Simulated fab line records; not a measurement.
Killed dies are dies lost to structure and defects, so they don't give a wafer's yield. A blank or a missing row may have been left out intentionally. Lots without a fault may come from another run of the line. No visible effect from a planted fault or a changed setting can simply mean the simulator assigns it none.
Which tool did it? | flow gf180mcu | 15 lots with 45 wafers sampled at 5 steps, on a route of 602 steps

WHAT EACH GAUGE READ, for each wafer
GF_STI_THK_MEAS_02. Usual: STI_OXIDATION_THK typically reads 9.98 nm, with standard deviation 0.19.
lot  | measured    | on            | STI_OXIDATION_THK (nm) | flag
L293 | day 1 11:31 | film-metro-02 | 10.19 10.05 10.00      |
L294 | day 1 16:37 | film-metro-01 | 9.64 9.57 9.78         |
L295 | day 1 21:31 | film-metro-02 | 10.07 10.25 10.30      |
L296 | day 2 02:31 | film-metro-04 | 9.94 10.00 9.97        |
L298 | day 2 12:31 | film-metro-02 | 10.07 10.19 10.15      |
L299 | day 2 18:25 | film-metro-02 | 9.76 9.86 9.71         |
L300 | day 2 23:20 | film-metro-04 | 10.04 10.00 10.01      |
L301 | day 3 03:31 | film-metro-01 | 9.63 9.78 9.69         |
L302 | day 3 08:35 | film-metro-02 | 10.32 10.17 10.16      |
L303 | day 3 13:40 | film-metro-04 | 9.96 10.22 10.20       |
L306 | day 4 05:38 | film-metro-02 | 10.31 10.28 10.29      |
L308 | day 4 14:46 | film-metro-01 | 10.04 10.08 9.93       |
L312 | day 5 12:25 | film-metro-02 | 9.65 9.89 9.94         |
L313 | day 5 16:44 | film-metro-02 | 9.78 9.99 10.07        |
L315 | day 6 01:31 | film-metro-02 | 9.77 9.80 9.64         |

GF_STI_THK_MEAS_22. Usual: STI_OXIDATION_01_THK typically reads 15.01 nm, with standard deviation 0.25.
lot  | measured    | on            | STI_OXIDATION_01_THK (nm) | flag
L293 | day 2 03:22 | film-metro-02 | 14.89 14.72 14.56         |
L294 | day 2 08:52 | film-metro-02 | 14.88 14.83 14.70         |
L295 | day 2 14:40 | film-metro-04 | 15.35 15.30 15.15         |
L296 | day 2 19:28 | film-metro-02 | 15.40 15.19 15.37         |
L298 | day 3 05:35 | film-metro-01 | 14.84 14.78 15.00         |
L299 | day 3 10:30 | film-metro-04 | 14.97 14.99 15.10         |
L300 | day 3 15:22 | film-metro-02 | 14.98 14.95 15.17         |
L301 | day 3 20:05 | film-metro-02 | 15.02 14.83 15.04         |
L302 | day 4 01:22 | film-metro-04 | 15.28 15.15 15.14         |
L303 | day 4 07:54 | film-metro-02 | 15.24 15.35 15.48         |
L306 | day 4 22:43 | film-metro-02 | 14.76 14.76 14.81         |
L308 | day 5 10:59 | film-metro-01 | 14.85 14.82 15.13         |
L312 | day 6 07:38 | film-metro-04 | 14.56 14.65 14.65         |
L313 | day 6 10:11 | film-metro-02 | 14.90 14.71 15.08         |
L315 | day 6 20:29 | film-metro-02 | 14.97 15.07 14.85         |

GF_VT_IMPLANT_OVL_MEAS_18. Usual: VT_IMPLANT_01_OVL typically reads 0.2 nm, with standard deviation 1.2.
lot  | measured     | on         | VT_IMPLANT_01_OVL (nm) | flag
L293 | day 6 04:58  | overlay-02 | -0.4 1.3 -0.3          |
L294 | day 6 10:04  | overlay-01 | 0.5 1.9 0.7            |
L295 | day 6 16:52  | overlay-01 | -1.3 -2.7 -1.9         |
L296 | day 6 23:24  | overlay-01 | 1.5 2.7 0.7            |
L298 | day 7 12:46  | overlay-02 | -0.3 0.9 -0.1          |
L299 | day 7 16:52  | overlay-01 | 0.2 -1.1 1.0           |
L300 | day 8 00:01  | overlay-01 | 1.9 1.0 -1.0           |
L301 | day 8 07:22  | overlay-01 | 0.1 0.3 -0.4           |
L302 | day 8 12:53  | overlay-01 | -1.0 -0.3 0.7          |
L303 | day 8 22:13  | overlay-01 | 0.2 0.5 1.7            |
L306 | day 9 17:22  | overlay-01 | -1.9 -1.0 -1.3         |
L308 | day 10 06:21 | overlay-02 | 0.3 0.0 0.1            |
L312 | day 11 08:22 | overlay-01 | 0.5 -0.6 0.9           |
L313 | day 11 11:58 | overlay-01 | 1.2 0.9 -0.4           |
L315 | day 12 01:25 | overlay-02 | 2.0 1.0 2.1            |

GF_VT_IMPLANT_TW_MEAS_43. Usual: VT_IMPLANT_4_TW typically reads 686, with standard deviation 5.4.
lot  | measured     | on            | VT_IMPLANT_4_TW | flag
L293 | day 7 11:50  | film-metro-02 | 689 687 686     |
L294 | day 7 17:40  | film-metro-03 | 690 687 690     |
L295 | day 8 00:38  | film-metro-03 | 691 692 694     |
L296 | day 8 07:32  | film-metro-01 | 671 674 676     |
L298 | day 8 22:23  | film-metro-02 | 687 687 688     |
L299 | day 9 02:17  | film-metro-01 | 680 678 677     |
L300 | day 9 10:04  | film-metro-03 | 857 859 853     | OFF
L301 | day 9 17:57  | film-metro-01 | 677 676 675     |
L302 | day 9 23:32  | film-metro-03 | 862 859 858     | OFF
L303 | day 10 08:50 | film-metro-03 | 691 689 690     |
L306 | day 11 05:14 | film-metro-01 | 682 683 682     |
L308 | day 11 19:01 | film-metro-02 | 849 851 852     | OFF
L312 | day 12 23:00 | film-metro-01 | 683 686 684     |
L313 | day 13 03:52 | film-metro-02 | 682 684 681     |
L315 | day 13 18:31 | film-metro-02 | 688 686 683     |

WHICH TOOL RAN EACH LOT (tool, then ch and the chambers of the sampled wafers, then the start)
lot  | GF_VT_IMPLANT_IMPLANT_41
L293 | implanter-01 ch 0, day 7 11:33
L294 | implanter-04 ch 0, day 7 17:25
L295 | implanter-01 ch 0, day 8 00:23
L296 | implanter-04 ch 0, day 8 07:14
L298 | implanter-04 ch 0, day 8 22:08
L299 | implanter-01 ch 0, day 9 02:02
L300 | implanter-01 ch 0, day 9 09:29
L301 | implanter-02 ch 0, day 9 17:42
L302 | implanter-02 ch 0, day 9 22:50
L303 | implanter-02 ch 0, day 10 08:35
L306 | implanter-02 ch 0, day 11 04:59
L308 | implanter-04 ch 0, day 11 18:20
L312 | implanter-04 ch 0, day 12 22:46
L313 | implanter-02 ch 0, day 13 03:39
L315 | implanter-02 ch 0, day 13 18:16
- GF_VT_IMPLANT_IMPLANT_41

AS READ BY THE TOOLS THEMSELVES (means over the sampled wafers that have a number; for cases with no such wafer, the mark the record gives instead)
The record holds no such reading with a usual standard deviation.

THE ANSWER, worked out from the rows above alone
Rule: a lot is off if the mean of its wafers that have a number lies more than 3 standard deviations from the usual mean. A lot without any number at a reading at which 4 lots or more have one is off too. Where the step has rows for the other lots, those lots are counted as sound. Order of review: gauges by route order, followed by the tools' own readings, for which a lot's mean as printed above is used. The first step at which some lot is off is used, and at that step the reading that is off furthest; a lot without a number counts as furthest.
Off: at GF_VT_IMPLANT_TW_MEAS_43 (VT_IMPLANT_4_TW), L300, L302, L308.
A tool fits if, at a process step before that reading, it ran every lot that is off, and no sound lot after the first of them. Gauges at GF_VT_IMPLANT_TW_MEAS_43: tried the same way as those tools. Of those tried, none fits.

WHAT THE SIMULATOR PUT IN
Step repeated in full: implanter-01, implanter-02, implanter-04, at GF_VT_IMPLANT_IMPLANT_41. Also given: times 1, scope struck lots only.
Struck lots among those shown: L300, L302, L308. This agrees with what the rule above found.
